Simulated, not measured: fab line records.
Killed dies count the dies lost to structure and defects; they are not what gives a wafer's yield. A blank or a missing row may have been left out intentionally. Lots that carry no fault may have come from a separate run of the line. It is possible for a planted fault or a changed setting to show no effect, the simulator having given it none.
The tool behind it: which one? || flow sky130 || 39 wafers from 13 lots sampled at 2 of the route's 708 steps

WHAT THE GAUGES READ, wafer by wafer
The record holds no reading of a measuring or inspecting step that can be judged against a usual standard deviation.

WHICH TOOL RAN EACH LOT (tool, then ch and the chambers of the sampled wafers, then the start)
{"lot": "L202", "SKY_VIA1_ETCH_14": "rie-diel-01 ch 1,2, day 33 13:44", "SKY_VIA1_STRIP_16": "plasma-asher-01 ch 0,1, day 33 13:51"}
{"lot": "L203", "SKY_VIA1_ETCH_14": "rie-diel-01 ch 0,1,2, day 34 03:41", "SKY_VIA1_STRIP_16": "plasma-asher-01 ch 0,1, day 34 03:47"}
{"lot": "L204", "SKY_VIA1_ETCH_14": "rie-diel-03 ch 0,1, day 34 13:32", "SKY_VIA1_STRIP_16": "plasma-asher-02 ch 0,1, day 34 13:38"}
{"lot": "L205", "SKY_VIA1_ETCH_14": "rie-diel-04 ch 0,2, day 35 00:11", "SKY_VIA1_STRIP_16": "plasma-asher-01 ch 0, day 35 00:16"}
{"lot": "L206", "SKY_VIA1_ETCH_14": "rie-diel-03 ch 0,2, day 35 10:08", "SKY_VIA1_STRIP_16": "plasma-asher-04 ch 0,1, day 35 10:15"}
{"lot": "L209", "SKY_VIA1_ETCH_14": "rie-diel-03 ch 0,3, day 36 12:23", "SKY_VIA1_STRIP_16": "plasma-asher-04 ch 0,1, day 36 12:31"}
{"lot": "L210", "SKY_VIA1_ETCH_14": "rie-diel-03 ch 0,1,2, day 36 19:11", "SKY_VIA1_STRIP_16": "plasma-asher-02 ch 0,1, day 36 19:17"}
{"lot": "L215", "SKY_VIA1_ETCH_14": "rie-diel-01 ch 0,1,3, day 38 07:38", "SKY_VIA1_STRIP_16": "plasma-asher-04 ch 0,1, day 38 07:43"}
{"lot": "L216", "SKY_VIA1_ETCH_14": "rie-diel-03 ch 0,2, day 38 15:42", "SKY_VIA1_STRIP_16": "plasma-asher-04 ch 0, day 38 15:47"}
{"lot": "L218", "SKY_VIA1_ETCH_14": "rie-diel-03 ch 0,1,3, day 38 23:17", "SKY_VIA1_STRIP_16": "plasma-asher-01 ch 0,1, day 38 23:24"}
{"lot": "L222", "SKY_VIA1_ETCH_14": "rie-diel-04 ch 1,2,3, day 40 14:18", "SKY_VIA1_STRIP_16": "plasma-asher-04 ch 0,1, day 40 14:23"}
{"lot": "L223", "SKY_VIA1_ETCH_14": "rie-diel-04 ch 1,2,3, day 40 16:43", "SKY_VIA1_STRIP_16": "plasma-asher-02 ch 0,1, day 40 16:49"}
{"lot": "L225", "SKY_VIA1_ETCH_14": "rie-diel-04 ch 2,3, day 41 00:51", "SKY_VIA1_STRIP_16": "plasma-asher-02 ch 0,1, day 41 00:56"}
- SKY_VIA1_ETCH_14: etches BARC in N2/H2, stops on SiO2, time 45.9 s, target depth 60 nm.
- SKY_VIA1_STRIP_16: strips in O2/N2.

WHAT THE TOOLS THEMSELVES READ (means of the sampled wafers that have a number; where no wafer has one, the mark that the record gives instead)
SKY_VIA1_ETCH_14. Usual: drypump-motor-current-A 5.7 A, standard deviation 0.49; oes-product-au 0.854 a.u., standard deviation 0.0049; throttle-valve-pct 13.226 %, standard deviation 0.0093.
{"lot": "L202", "tool": "rie-diel-01", "drypump-motor-current-A (A)": 5.8, "oes-product-au (a.u.)": 0.853, "throttle-valve-pct (%)": 13.222, "flag": ""}
{"lot": "L203", "tool": "rie-diel-01", "drypump-motor-current-A (A)": 5.6, "oes-product-au (a.u.)": 0.859, "throttle-valve-pct (%)": 13.231, "flag": ""}
{"lot": "L204", "tool": "rie-diel-03", "drypump-motor-current-A (A)": 6.5, "oes-product-au (a.u.)": 0.849, "throttle-valve-pct (%)": 13.228, "flag": ""}
{"lot": "L205", "tool": "rie-diel-04", "drypump-motor-current-A (A)": 5.8, "oes-product-au (a.u.)": 0.852, "throttle-valve-pct (%)": 13.224, "flag": ""}
{"lot": "L206", "tool": "rie-diel-03", "drypump-motor-current-A (A)": 6.2, "oes-product-au (a.u.)": 0.861, "throttle-valve-pct (%)": 13.226, "flag": ""}
{"lot": "L209", "tool": "rie-diel-03", "drypump-motor-current-A (A)": 5.9, "oes-product-au (a.u.)": 0.854, "throttle-valve-pct (%)": 13.220, "flag": ""}
{"lot": "L210", "tool": "rie-diel-03", "drypump-motor-current-A (A)": 6.1, "oes-product-au (a.u.)": 0.850, "throttle-valve-pct (%)": 13.218, "flag": ""}
{"lot": "L215", "tool": "rie-diel-01", "drypump-motor-current-A (A)": 5.2, "oes-product-au (a.u.)": 0.856, "throttle-valve-pct (%)": 13.227, "flag": ""}
{"lot": "L216", "tool": "rie-diel-03", "drypump-motor-current-A (A)": 6.2, "oes-product-au (a.u.)": 0.854, "throttle-valve-pct (%)": 13.223, "flag": ""}
{"lot": "L218", "tool": "rie-diel-03", "drypump-motor-current-A (A)": 6.2, "oes-product-au (a.u.)": 0.855, "throttle-valve-pct (%)": 13.221, "flag": ""}
{"lot": "L222", "tool": "rie-diel-04", "drypump-motor-current-A (A)": 5.6, "oes-product-au (a.u.)": 0.859, "throttle-valve-pct (%)": 13.230, "flag": ""}
{"lot": "L223", "tool": "rie-diel-04", "drypump-motor-current-A (A)": 5.6, "oes-product-au (a.u.)": 0.854, "throttle-valve-pct (%)": 13.216, "flag": ""}
{"lot": "L225", "tool": "rie-diel-04", "drypump-motor-current-A (A)": 5.4, "oes-product-au (a.u.)": 0.853, "throttle-valve-pct (%)": 13.226, "flag": ""}

SKY_VIA1_STRIP_16. Usual: drypump-motor-current-A 6.0 A, standard deviation 0.46; oes-product-au 0.415 a.u., standard deviation 0.0046; strip-time-to-endpoint-s 4.450 s, standard deviation 0.019.
{"lot": "L202", "tool": "plasma-asher-01", "drypump-motor-current-A (A)": 6.0, "oes-product-au (a.u.)": 0.413, "strip-time-to-endpoint-s (s)": 4.441, "flag": ""}
{"lot": "L203", "tool": "plasma-asher-01", "drypump-motor-current-A (A)": 6.1, "oes-product-au (a.u.)": 0.415, "strip-time-to-endpoint-s (s)": 4.451, "flag": ""}
{"lot": "L204", "tool": "plasma-asher-02", "drypump-motor-current-A (A)": 5.5, "oes-product-au (a.u.)": 0.416, "strip-time-to-endpoint-s (s)": 4.444, "flag": ""}
{"lot": "L205", "tool": "plasma-asher-01", "drypump-motor-current-A (A)": 6.2, "oes-product-au (a.u.)": 0.413, "strip-time-to-endpoint-s (s)": 4.483, "flag": ""}
{"lot": "L206", "tool": "plasma-asher-04", "drypump-motor-current-A (A)": 6.2, "oes-product-au (a.u.)": 0.414, "strip-time-to-endpoint-s (s)": 4.454, "flag": ""}
{"lot": "L209", "tool": "plasma-asher-04", "drypump-motor-current-A (A)": 6.2, "oes-product-au (a.u.)": 0.419, "strip-time-to-endpoint-s (s)": 4.432, "flag": ""}
{"lot": "L210", "tool": "plasma-asher-02", "drypump-motor-current-A (A)": 6.0, "oes-product-au (a.u.)": 0.415, "strip-time-to-endpoint-s (s)": 4.451, "flag": ""}
{"lot": "L215", "tool": "plasma-asher-04", "drypump-motor-current-A (A)": 6.2, "oes-product-au (a.u.)": 0.416, "strip-time-to-endpoint-s (s)": 4.478, "flag": ""}
{"lot": "L216", "tool": "plasma-asher-04", "drypump-motor-current-A (A)": 6.1, "oes-product-au (a.u.)": 0.424, "strip-time-to-endpoint-s (s)": 4.530, "flag": "OFF"}
{"lot": "L218", "tool": "plasma-asher-01", "drypump-motor-current-A (A)": 6.0, "oes-product-au (a.u.)": 0.412, "strip-time-to-endpoint-s (s)": 4.511, "flag": "OFF"}
{"lot": "L222", "tool": "plasma-asher-04", "drypump-motor-current-A (A)": 6.2, "oes-product-au (a.u.)": 0.417, "strip-time-to-endpoint-s (s)": 4.456, "flag": ""}
{"lot": "L223", "tool": "plasma-asher-02", "drypump-motor-current-A (A)": 6.0, "oes-product-au (a.u.)": 0.412, "strip-time-to-endpoint-s (s)": 4.443, "flag": ""}
{"lot": "L225", "tool": "plasma-asher-02", "drypump-motor-current-A (A)": 6.0, "oes-product-au (a.u.)": 0.416, "strip-time-to-endpoint-s (s)": 4.444, "flag": ""}

THE ANSWER, worked out from the rows above alone
Rule: take the mean of a lot's wafers that have a number; if it is more than 3 standard deviations from the usual mean, the lot is off. A lot without any number at a reading at which 4 lots or more have one is off too. Where the step has rows for the other lots, those lots are counted as sound. After the gauges, taken in route order, come the tools' own readings; for these a lot's mean is taken, as printed above. The first step at which some lot is off is used, and at that step the reading that is off furthest; a lot without a number counts as furthest.
Off: L216, L218 (SKY_VIA1_STRIP_16, strip-time-to-endpoint-s).
A tool fits if, at that step or a process step before it, it ran every lot that is off, and no sound lot after the first of them. One candidate fits, namely rie-diel-03 at SKY_VIA1_ETCH_14. A fault onset in the window from L210 (day 36 19:11, its last sound lot) to L216 (day 38 15:42, its first lot off) fits.

WHAT THE SIMULATOR HAD PUT IN
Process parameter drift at SKY_VIA1_ETCH_14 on rie-diel-03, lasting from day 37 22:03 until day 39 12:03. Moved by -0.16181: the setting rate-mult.
Lots struck among those shown: L216, L218. This agrees with what the rule above found.
